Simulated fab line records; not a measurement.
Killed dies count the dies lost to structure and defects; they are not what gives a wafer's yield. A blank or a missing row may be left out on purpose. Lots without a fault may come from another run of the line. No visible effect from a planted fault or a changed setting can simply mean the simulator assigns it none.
fab line records | flow sky130 | part 2 of 2: steps 33 to 41 of 41
record lots=5 wafers=15 last-day=50
route steps=708 shown METAL1@438 VIA1@458
lots with no fault: from the same line, run without faults
start-h: hours from the record's first day to the start of the lot's first wafer shown | wait-h: how many hours have passed since the lot's step before this one | " the same as in the row above | L1.1+2: several wafers, shown together as one row | - no value, or no start was given | * or withheld: withheld | < > ~ a bound
route shown NAME@n: names a module that has steps shown in the file, with the first one's number in the route | usual: mean/standard deviation of fault-free wafers | same: alike in all rows | chamber/n: place in a boat | sites: readings site by site | _std_site: their standard deviation | _edge_site: inner sites' mean taken away from outer sites' mean | radius-mm: how far each site lies from the wafer's centre | mask NAME#n: copy n | behind: the most recent tool/chamber to have shaped the wafer | hold: cause of the lot's hold/its duration in hours/its outcome | device: transistor that didn't switch, given as n, p or np | end of line: the route-end tests of the same wafers | a step with no rows: only its recipe | killed: at the first sort, the dies lost to defects and structure; wafer yield is something else | map: dies across one wafer; x = killed, . = not, _ = none there
set.NAME: the setting that was run; set.NAME@STEP: the one run at that earlier step | model.NAME: the simulator's own value behind a step, which no gauge read
lots seen at some steps along the route; tables by step, rows by wafer
services: the hour from which a tool's chamber was out of use, counted from the record's first day as start-h (under 0 if before that day), plus the number of hours and why
## steps
# step SKY_VIA1_CD_MEAS_12
# recipe target-cd-nm=150
# usual cd-nm=149.3/1.6
# columns lot.wafer tool chamber start-h wait-h cd-nm
L082.1 cd-sem-01 - 845.94 - 148.2
L082.4 " - " " 148.2
L082.6 " - " " 148.4
L083.3 cd-sem-01 - 856.31 - 148.6
L083.5 " - " " 149.0
L083.6 " - " " 149.9
L086.1 cd-sem-01 - 878.97 - 150.2
L086.2 " - " " 149.1
L086.4 " - " " 146.8
L093.1 cd-sem-02 - 919.75 - 150.0
L093.2 " - " " 152.4
L093.6 " - " " 151.7
L096.1 cd-sem-01 - 969.52 - 151.9
L096.2 " - " " 152.2
L096.4 " - " " 151.9
# step SKY_VIA1_OVL_MEAS_13
# usual VIA1_OVL=0/4.8
# columns lot.wafer tool chamber start-h wait-h VIA1_OVL[nm]
L082.1 overlay-02 - 846.09 0.1 -3
L082.4 " - " " -1
L082.6 " - " " 0
L083.3 overlay-01 - 856.40 0.1 7
L083.5 " - " " 6
L083.6 " - " " 4
L086.1 overlay-02 - 879.09 0.1 12
L086.2 " - " " 9
L086.4 " - " " 8
L093.1 overlay-02 - 919.87 0.1 -4
L093.2 " - " " 1
L093.6 " - " " -4
L096.1 overlay-01 - 969.64 0.1 8
L096.2 " - " " 5
L096.4 " - " " 7
# step SKY_VIA1_ETCH_14
# recipe chemistry=N2/H2 target=BARC ion-energy-ev=200 source-w=500 bias-w=100 pressure-mtorr=30 n2-flow-sccm=100 h2-flow-sccm=200 stop-on=SiO2 time-s=45.9 target-depth-a=600
# usual drypump-motor-current-A=5.66/0.3 oes-product-au=0.854/0.0048 throttle-valve-pct=13.226/0.0092
# columns lot.wafer tool chamber start-h wait-h drypump-motor-current-A oes-product-au rf-hours-counter-h throttle-valve-pct
L082.1 rie-diel-04 0 846.12 0.0 5.90 0.856 8 13.230
L082.4 " 2 " " 5.66 0.859 11 13.244
L082.6 " 2 " " 5.72 0.850 - 13.225
L083.3 rie-diel-03 1 856.43 0.0 6.01 0.851 6 13.231
L083.5 " 2 " " 5.70 0.852 - 13.229
L083.6 " 1 " " 6.02 0.863 - 13.239
L086.1 rie-diel-03 0 879.13 0.0 5.36 0.849 19 13.224
L086.2 " 2 " " 5.71 0.851 5 13.240
L086.4 " 1 " " 5.98 0.845 6 13.231
L093.1 rie-diel-03 0 919.91 0.0 5.34 0.858 20 13.226
L093.2 " 3 " " 5.53 0.845 9 13.242
L093.6 " 3 " " 5.53 0.852 - 13.222
L096.1 rie-diel-04 2 969.68 0.0 5.73 0.855 14 13.212
L096.2 " 3 " " 5.27 0.862 7 13.223
L096.4 " 1 " " 5.64 0.860 7 13.238
# step SKY_VIA1_ETCH_15
# recipe target=SiO2 chemistry=C4F8/O2/Ar target-depth-nm=351 stop-on=TiN mask-material=KrF-thick source-w=1500 bias-w=1200 pressure-mtorr=40 c4f8-flow-sccm=withheld O2_flow_sccm=6 Ar_flow_sccm=300 time-s=54
# usual oes-product-au=0.981/0.0051
# columns lot.wafer tool chamber start-h wait-h oes-product-au rf-hours-counter-h
L082.1 rie-diel-04 0 846.16 0.0 0.980 8
L082.4 " 2 " " 0.982 11
L082.6 " 2 " " 0.985 -
L083.3 rie-diel-03 1 856.47 0.0 0.972 6
L083.5 " 2 " " 0.983 -
L083.6 " 1 " " 0.985 -
L086.1 rie-diel-03 0 879.17 0.0 0.974 19
L086.2 " 2 " " 0.987 5
L086.4 " 1 " " 0.984 6
L093.1 rie-diel-03 0 919.95 0.0 0.979 20
L093.2 " 3 " " 0.979 9
L093.6 " 3 " " 0.975 -
L096.1 rie-diel-04 2 969.72 0.0 0.986 14
L096.2 " 3 " " 0.985 7
L096.4 " 1 " " 0.982 7
# step SKY_VIA1_STRIP_16
# recipe chemistry=O2/N2 power-w=1400 pressure-mtorr=1500 platen-temp-c=withheld o2-flow-sccm=3000 n2-flow-sccm=300 overash-fraction=0.5
# usual drypump-motor-current-A=5.78/0.13 oes-product-au=0.416/0.0048 strip-time-to-endpoint-s=4.461/0.028
# columns lot.wafer tool chamber start-h wait-h drypump-motor-current-A oes-product-au rf-hours-counter-h strip-time-to-endpoint-s
L082.1 plasma-asher-04 1 846.21 0.0 5.90 0.421 71 4.471
L082.4 " 1 " " 5.90 0.415 - 4.444
L082.6 " 0 " " 5.93 0.421 - 4.434
L083.3 plasma-asher-04 0 856.55 0.1 5.92 0.410 - 4.511
L083.5 " 0 " " 5.93 0.429 - 4.454
L083.6 " 1 " " 5.90 0.421 - 4.483
L086.1 plasma-asher-04 0 879.22 0.0 5.93 0.414 75 4.486
L086.2 " 1 " " 5.94 0.412 75 4.441
L086.4 " 0 " " 5.93 0.417 - 4.459
L093.1 plasma-asher-04 0 919.99 0.0 5.92 0.413 79 4.526
L093.2 " 1 " " 5.94 0.415 79 4.507
L093.6 " 0 " " 5.92 0.408 - 4.496
L096.1 plasma-asher-01 0 969.77 0.0 5.62 0.417 50 4.440
L096.2 " 1 " " 5.70 0.410 50 4.411
L096.4 " 1 " " 5.71 0.414 - 4.458
# step SKY_VIA1_STRIP_17
# recipe chemistry=post-etch-residue-remover time-s=1200 temp-c=72.5
# usual temp-c=72.51/0.12
# columns lot.wafer tool chamber start-h wait-h temp-c
L082.1 wet-bench-02 1 846.31 0.1 72.39
L082.4 " 1 " " 72.45
L082.6 " 1 " " 72.25
L083.3 wet-bench-02 2 856.62 0.0 72.64
L083.5 " 2 " " 72.55
L083.6 " 2 " " 72.43
L086.1 wet-bench-04 0 879.32 0.1 72.33
L086.2 " 0 " " 72.65
L086.4 " 0 " " 72.36
L093.1 wet-bench-01 3 920.09 0.1 72.30
L093.2 " 3 " " 72.42
L093.6 " 3 " " 72.30
L096.1 wet-bench-04 3 969.87 0.1 72.72
L096.2 " 3 " " 72.69
L096.4 " 3 " " 72.61
# step SKY_VIA1_CLEAN_18
# recipe chemistry=IPA time-s=180 temp-c=25
# usual temp-c=24.98/0.11
# columns lot.wafer tool chamber start-h wait-h temp-c
L082.1 wet-bench-04 1 846.68 0.0 25.03
L082.4 " 1 " " 25.10
L082.6 " 1 " " 25.10
L083.3 wet-bench-01 1 856.96 0.0 25.13
L083.5 " 1 " " 25.07
L083.6 " 1 " " 25.11
L086.1 wet-bench-04 1 879.66 0.0 24.86
L086.2 " 1 " " 24.88
L086.4 " 1 " " 24.90
L093.1 wet-bench-04 3 920.44 0.0 25.06
L093.2 " 3 " " 25.09
L093.6 " 3 " " 24.97
L096.1 wet-bench-02 0 970.24 0.0 25.01
L096.2 " 0 " " 24.69
L096.4 " 0 " " 24.98
# step SKY_VIA1_CLEAN_19
# recipe chemistry=O3/DIW dry=n2-spin
# columns lot.wafer tool chamber start-h wait-h
L082.1+4+6 wet-bench-01 0 846.74 0.0
L083.3+5+6 wet-bench-02 3 857.02 0.0
L086.1+2+4 wet-bench-02 1 879.72 0.0
L093.1+2+6 wet-bench-02 0 920.50 0.0
L096.1+2+4 wet-bench-01 3 970.30 0.0
# step SKY_VIA1_SPUTTER_20
# recipe material=TiN target-thk-nm=20 chamber-pressure-pa=5 power-w=4000 time-s=80
# usual throttle-valve-pct=29.9/0.51
# columns lot.wafer tool chamber start-h wait-h throttle-valve-pct
L082.1 pvd-sputter-04 - 846.83 0.0 30.3
L082.4 " - " " 30.1
L082.6 " - " " 30.3
L083.3 pvd-sputter-04 - 857.11 0.0 30.3
L083.5 " - " " 30.1
L083.6 " - " " 30.0
L086.1 pvd-sputter-03 - 879.81 0.0 29.9
L086.2 " - " " 31.0
L086.4 " - " " 29.5
L093.1 pvd-sputter-03 - 920.59 0.0 30.4
L093.2 " - " " 29.5
L093.6 " - " " 30.0
L096.1 pvd-sputter-01 - 970.39 0.0 30.2
L096.2 " - " " 30.2
L096.4 " - " " 29.7
## services
# columns tool chamber start-h hours kind
rie-metal-04 0 769.73 8.5 repair
krf-scanner-02 - 797.31 0.6 repair
wet-bench-02 - 803.68 8.3 repair
rie-metal-04 0 808.55 17.4 repair
krf-scanner-01 - 814.65 0.8 pm
krf-scanner-02 - 819.14 1.3 pm
krf-scanner-01 - 823.10 0.3 repair
rie-diel-03 - 837.37 0.8 repair
krf-scanner-02 - 838.32 0.8 pm
krf-scanner-02 - 847.17 0.7 repair
rie-metal-04 0 856.61 30.4 repair
rie-diel-03 2 862.82 3.9 repair
rie-metal-04 - 870.28 2.8 pm
pvd-sputter-03 - 887.45 2.3 repair
rie-metal-03 0 890.16 8.6 repair
krf-scanner-02 - 894.12 1.0 pm
rie-metal-04 1 909.61 2.4 repair
krf-scanner-01 - 912.53 1.3 pm
krf-scanner-01 - 915.13 1.0 pm
rie-diel-03 2 918.66 5.6 repair
krf-scanner-02 - 922.28 4.0 pm
wet-bench-04 - 924.16 0.9 repair
rie-metal-03 - 950.52 5.0 repair
krf-scanner-02 - 954.57 4.4 pm
